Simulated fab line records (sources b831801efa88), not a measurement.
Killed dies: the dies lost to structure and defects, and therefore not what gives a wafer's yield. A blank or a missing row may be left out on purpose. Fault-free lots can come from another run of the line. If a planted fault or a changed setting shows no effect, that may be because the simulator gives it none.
Matching of chambers :: flow sfq_line :: 3 sister chambers for SFQ_TRILAYER_I0_VIA_ETCH_VIA_ETCH_034 on rie_diel-03
The step etches SiO2 in CHF3, stops on Nb, target depth 260 nm. 6 wafers are shown with their chamber, then 4 later ones without.

## WAFERS PAIRED WITH THEIR CHAMBERS
wafer: L860.3
chamber: 3
drypump_motor_current_A (A): 5.81
oes_product_au (a.u.): 0.861

wafer: L860.6
chamber: 1
drypump_motor_current_A (A): 5.63
oes_product_au (a.u.): 0.855

wafer: L861.5
chamber: 0
drypump_motor_current_A (A): 5.44
oes_product_au (a.u.): 0.857

wafer: L861.6
chamber: 1
drypump_motor_current_A (A): 5.65
oes_product_au (a.u.): 0.862

wafer: L863.2
chamber: 3
drypump_motor_current_A (A): 5.82
oes_product_au (a.u.): 0.853

wafer: L863.3
chamber: 0
drypump_motor_current_A (A): 5.46
oes_product_au (a.u.): 0.858

## WAFERS WITHOUT THEIR CHAMBER
wafer: L863.4
drypump_motor_current_A (A): 5.63
oes_product_au (a.u.): 0.860

wafer: L864.1
drypump_motor_current_A (A): 5.43
oes_product_au (a.u.): 0.862

wafer: L870.4
drypump_motor_current_A (A): 5.61
oes_product_au (a.u.): 0.855

wafer: L870.6
drypump_motor_current_A (A): 5.80
oes_product_au (a.u.): 0.851

## WHICH CHAMBER EACH WENT THROUGH
wafer: L863.4
from the rows above: 1
in truth: 1

wafer: L864.1
from the rows above: 0
in truth: 0

wafer: L870.4
from the rows above: 1
in truth: 1

wafer: L870.6
from the rows above: 3
in truth: 3
Correctly placed: 4 of 4. Number that these rows cannot place: 0. Placed wrongly: 0.
How it was worked out, from the rows above alone: a wafer's distance from a chamber is the root of the sum, over the readings, of the square of ((its reading less the chamber's mean) divided by the reading's scatter). If the next closest chamber is less than 2 further off than the closest, the wafer can't be placed; otherwise it belongs to the closest. For every chamber, the mean is computed from those of its wafers that are shown. The scatter: the root of (the sum of the squares of (reading less its chamber's mean) over the shown wafers, divided by (wafers less chambers)).
